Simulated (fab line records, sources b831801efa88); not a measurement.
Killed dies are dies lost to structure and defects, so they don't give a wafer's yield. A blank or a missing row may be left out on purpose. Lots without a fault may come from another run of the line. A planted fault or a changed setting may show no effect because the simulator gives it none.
One fault seen from 2 desks | flow gf180mcu | each desk has only its own numbers; what lay behind them comes last

THE TOOL OWNER'S DESK: litho_track-02
The tool's own readings at GF_M2_SOFTBAKE_10 (time 60 s): means of the sampled wafers that have a number, for each lot that ran on this tool. A lot is out of limits, marked OUT, if its mean lies more than 4 standard deviations from the usual mean; the brackets give that distance.
Columns: A = heater_power_total_W at GF_M2_SOFTBAKE_10, usual 93.06 W; B = plate_temp_C at GF_M2_SOFTBAKE_10, usual 130.02 C
lot  | first seen here | A               | B
L446 | day 18 16:32    | 93.04           | 130.05
L449 | day 20 08:31    | 93.07           | 129.91
L452 | day 21 09:25    | 93.01           | 130.13
L458 | day 23 21:49    | 90.71 (-42) OUT | 127.41 (-20) OUT
L459 | day 24 09:52    | 90.60 (-44) OUT | 127.34 (-21) OUT
This desk's finding: out of limits on L458, L459; first on L458, day 23 21:49 (heater_power_total_W at GF_M2_SOFTBAKE_10). In limits: L446, L449, L452.

THE METROLOGY DESK
What the gauges read, lot by lot, whatever tool the lot ran on: means of the sampled wafers that have a number. A lot is out of limits, marked OUT, if its mean lies more than 4 standard deviations from the usual mean; the brackets give that distance.
Columns: A = cd_nm at GF_M2_CD_MEAS_14, usual 280.1 nm
lot  | first seen here | A
L445 | day 18 21:58    | 278.8
L446 | day 19 04:11    | 283.2
L447 | day 19 17:37    | 280.5
L448 | day 19 23:45    | 281.3
L449 | day 20 21:01    | 279.2
L450 | day 20 21:44    | 278.2
L452 | day 21 21:31    | 279.5
L454 | day 23 04:31    | 278.3
L458 | day 24 08:37    | 286.3 (+5.2) OUT
L459 | day 24 20:43    | 285.0 (+4.1) OUT
L463 | day 25 13:22    | 280.6
L468 | day 27 02:32    | 280.7
This desk's finding: out of limits on L458, L459; first on L458, day 24 08:37 (cd_nm at GF_M2_CD_MEAS_14). In limits: L445, L446, L447, L448, L449, L450, L452, L454, L463, L468.

PUT TOGETHER
The tool owner's desk could have raised an alarm at day 23 21:49, on L458, L459.
The metrology desk could have raised an alarm at day 24 08:37, on L458, L459.
Of the lots named, all ran GF_M2_SOFTBAKE_10 on litho_track-02.

WHAT THE SIMULATOR HAD PUT IN
Process parameter drift: litho_track-02, from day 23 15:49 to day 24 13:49, at GF_M2_SOFTBAKE_10. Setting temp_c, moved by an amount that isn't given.
Lots struck among those shown: L458, L459.
Hours from the fault's start to each desk's first reading out of limits: the tool owner's desk, 6; the metrology desk, 17.
